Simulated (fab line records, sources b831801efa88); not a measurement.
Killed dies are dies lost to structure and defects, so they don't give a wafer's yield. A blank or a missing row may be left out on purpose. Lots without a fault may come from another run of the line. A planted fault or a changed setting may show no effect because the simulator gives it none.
Which tool did it? | flow gf180mcu | 13 lots, 39 wafers sampled, at 5 steps of a route of 602

WHAT THE GAUGES READ, wafer by wafer
GF_HV_LDD_CD_MEAS_46: target cd 400 nm.
lot  | measured     | on        | cd_nm (nm)
L261 | day 12 21:11 | cd_sem-02 | 397.0 399.7 399.6
L263 | day 13 13:18 | cd_sem-01 | 400.9 399.7 400.7
L264 | day 13 18:13 | cd_sem-02 | 397.7 401.9 401.4
L265 | day 14 01:19 | cd_sem-01 | 398.5 401.2 399.6
L266 | day 14 11:26 | cd_sem-01 | 400.2 398.9 399.1
L268 | day 15 06:29 | cd_sem-01 | 400.1 397.4 398.7
L269 | day 15 15:27 | cd_sem-01 | 398.5 396.5 399.6
L271 | day 16 05:22 | cd_sem-02 | 399.7 397.5 398.6
L274 | day 17 04:07 | cd_sem-02 | 398.5 399.4 398.3
L275 | day 17 12:53 | cd_sem-02 | 399.1 399.6 398.5
L276 | day 17 19:29 | cd_sem-02 | 398.9 398.8 398.7
L278 | day 18 22:11 | cd_sem-02 | 397.9 398.2 398.5
L283 | day 20 07:23 | cd_sem-02 | 396.5 399.3 399.5

GF_NSD_TW_MEAS_12.
lot  | measured     | on            | NSD_TW
L261 | day 13 20:58 | film_metro-03 | 4240 4236 4245
L263 | day 14 13:21 | film_metro-02 | 4184 4193 4176
L264 | day 14 19:19 | film_metro-02 | 4202 4191 4192
L265 | day 15 02:11 | film_metro-03 | 4213 4222 4229
L266 | day 15 12:41 | film_metro-02 | 4226 4211 4213
L268 | day 16 09:16 | film_metro-03 | 4238 4236 4245
L269 | day 16 18:04 | film_metro-04 | 4265 4267 4269
L271 | day 17 09:05 | film_metro-03 | 4231 4237 4242
L274 | day 18 07:34 | film_metro-04 | 4226 4236 4208
L275 | day 18 16:22 | film_metro-03 | 4241 4250 4226
L276 | day 18 22:55 | film_metro-04 | 4247 4228 4244
L278 | day 20 01:43 | film_metro-02 | 4235 4231 4243
L283 | day 21 11:08 | film_metro-02 | 4222 4191 4224

GF_PSD_RS_MEAS_14: measures by four-point-probe.
lot  | measured     | on            | NSD_RS (ohm/sq)
L261 | day 14 18:19 | film_metro-02 | 46.20 46.32 46.33
L263 | day 15 11:42 | film_metro-02 | 46.33 46.18 46.24
L264 | day 15 17:44 | film_metro-03 | 46.05 46.19 46.11
L265 | day 16 00:19 | film_metro-04 | 46.19 46.15 46.15
L266 | day 16 10:22 | film_metro-02 | 46.30 46.20 46.16
L268 | day 17 08:49 | film_metro-02 | 46.33 46.27 46.23
L269 | day 17 17:14 | film_metro-04 | 46.03 46.00 46.05
L271 | day 18 08:42 | film_metro-02 | 46.28 46.21 46.25
L274 | day 19 08:12 | film_metro-04 | 46.75 46.85 46.85
L275 | day 19 17:17 | film_metro-03 | 46.78 46.76 46.73
L276 | day 19 23:04 | film_metro-03 | 46.25 46.24 46.05
L278 | day 21 02:47 | film_metro-04 | 46.10 46.14 46.14
L283 | day 22 11:08 | film_metro-04 | 46.04 46.07 46.06

WHICH TOOL RAN EACH LOT (tool, then ch and the chambers of the sampled wafers, then the start)
lot  | GF_NSD_IMPLANT_09               | GF_NSD_STRIP_11
L261 | implanter-01 ch 0, day 13 20:34 | plasma_asher-03 ch 0,1, day 13 20:52
L263 | implanter-03 ch 0, day 14 12:58 | plasma_asher-03 ch 0,1, day 14 13:14
L264 | implanter-03 ch 0, day 14 18:55 | plasma_asher-04 ch 0, day 14 19:13
L265 | implanter-03 ch 0, day 15 01:47 | plasma_asher-03 ch 0,1, day 15 02:05
L266 | implanter-03 ch 0, day 15 12:17 | plasma_asher-01 ch 0,1, day 15 12:35
L268 | implanter-01 ch 0, day 16 08:52 | plasma_asher-03 ch 0,1, day 16 09:10
L269 | implanter-01 ch 0, day 16 17:41 | plasma_asher-03 ch 0,1, day 16 17:58
L271 | implanter-01 ch 0, day 17 08:43 | plasma_asher-04 ch 0,1, day 17 09:00
L274 | implanter-01 ch 0, day 18 07:11 | plasma_asher-01 ch 0,1, day 18 07:28
L275 | implanter-01 ch 0, day 18 15:58 | plasma_asher-04 ch 0,1, day 18 16:16
L276 | implanter-04 ch 0, day 18 22:31 | plasma_asher-04 ch 0,1, day 18 22:49
L278 | implanter-03 ch 0, day 20 01:19 | plasma_asher-04 ch 0,1, day 20 01:37
L283 | implanter-01 ch 0, day 21 10:44 | plasma_asher-01 ch 0,1, day 21 11:02
- GF_NSD_IMPLANT_09
- GF_NSD_STRIP_11: strips in O2/N2.

WHAT THE TOOLS THEMSELVES READ (means of the sampled wafers that have a number; where no wafer has one, the mark that the record gives instead)
GF_NSD_STRIP_11.
lot  | tool            | drypump_motor_current_A (A) | heater_power_w (W) | oes_product_au (a.u.) | strip_time_to_endpoint_s (s)
L261 | plasma_asher-03 | 5.78                        | 335                | 0.487                 | 22.88
L263 | plasma_asher-03 | 5.65                        | 329                | 0.489                 | 22.93
L264 | plasma_asher-04 | 5.94                        | 358                | 0.481                 | 22.98
L265 | plasma_asher-03 | 5.78                        | 331                | 0.487                 | 22.95
L266 | plasma_asher-01 | 5.86                        | 338                | 0.486                 | 22.95
L268 | plasma_asher-03 | 5.68                        | 333                | 0.485                 | 22.92
L269 | plasma_asher-03 | 5.68                        | 331                | 0.487                 | 23.00
L271 | plasma_asher-04 | 5.80                        | 355                | 0.486                 | 22.98
L274 | plasma_asher-01 | 5.73                        | 341                | 0.490                 | 22.47
L275 | plasma_asher-04 | 5.80                        | 364                | 0.490                 | 22.48
L276 | plasma_asher-04 | 5.81                        | 365                | 0.486                 | 22.94
L278 | plasma_asher-04 | 5.80                        | 363                | 0.485                 | 22.98
L283 | plasma_asher-01 | 5.74                        | 335                | 0.489                 | 22.92

THE ANSWER, worked out from the rows above alone
Rule: what is usual is taken from the lots themselves. Put in order of their means at a reading, lots are off if they are a third of the lots or fewer, leave a main group of 4 or more, and stand apart from it by a gap of 3 or more times the standard deviation of the main group's means; of several such gaps the widest counts. A main group whose means are all the same, to the digits that the tables above print for the reading, isn't used. A lot without any number at a reading at which 4 lots or more have one is off too. The other lots that the step has rows for count as sound. The gauges are gone through in route order, then the tools' own readings, and for those a lot's mean is taken as printed above. The first step at which some lot is off is used, and at that step the reading that is off furthest; a lot without a number counts as furthest.
Off: L274, L275, at GF_PSD_RS_MEAS_14 (NSD_RS). The main group: mean 46.18 ohm/sq, standard deviation 0.084.
A tool fits if, at a process step before that reading, it ran every lot that is off, and no sound lot after the first of them. The gauges at GF_PSD_RS_MEAS_14 aren't tried: what is off there is off at GF_NSD_STRIP_11 too, on other tools, and a gauge's error can't cause that. None of those tried fits.

WHAT THE SIMULATOR HAD PUT IN
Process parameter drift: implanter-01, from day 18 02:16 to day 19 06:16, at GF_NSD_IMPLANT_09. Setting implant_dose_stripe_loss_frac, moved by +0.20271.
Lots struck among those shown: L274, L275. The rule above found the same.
